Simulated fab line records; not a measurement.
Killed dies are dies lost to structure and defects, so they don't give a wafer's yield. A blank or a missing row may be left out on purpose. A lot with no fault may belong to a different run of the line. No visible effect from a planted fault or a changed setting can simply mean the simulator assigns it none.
Chamber matching ; flow gf180mcu ; cmp-01 running GF_V5_CMP_04: 3 sister chambers
The step polishes SiO2. 6 wafers are shown with their chamber, then 6 later ones without.

## WAFERS PAIRED WITH THEIR CHAMBERS
wafer;chamber;motor current A (A)
L665.3;2;12.9
L671.2;2;14.1
L675.5;3;11.2
L675.6;0;12.7
L678.4;0;12.1
L678.5;3;10.4

## WAFERS WITHOUT THEIR CHAMBER
wafer;motor current A (A)
L678.6;12.5
L685.2;13.4
L685.3;11.9
L685.6;12.5
L686.2;11.6
L686.5;12.0

## EACH ONE'S CHAMBER
wafer;from the rows above;in truth
L678.6;can't be placed: 0 or 2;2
L685.2;can't be placed: 2 or 0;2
L685.3;can't be placed: 0 or 3 or 2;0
L685.6;can't be placed: 0 or 2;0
L686.2;can't be placed: 0 or 3 or 2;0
L686.5;can't be placed: 0 or 3 or 2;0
Placed correctly: 0 of 6. Not placeable from these rows: 6 (in 6, the candidates include the true chamber). 0 placed wrongly.
How it was worked out, from the rows above alone: a wafer's distance from a chamber is the root of the sum, over the readings, of the square of ((its reading less the chamber's mean) divided by the reading's scatter). The wafer belongs to the nearest chamber; if the next one is less than 2 further off, it can't be placed. A chamber's mean is the mean of its shown wafers. The scatter: take each reading less its chamber's mean, square it, sum over the shown wafers, divide by the number of wafers less the number of chambers, and take the root.
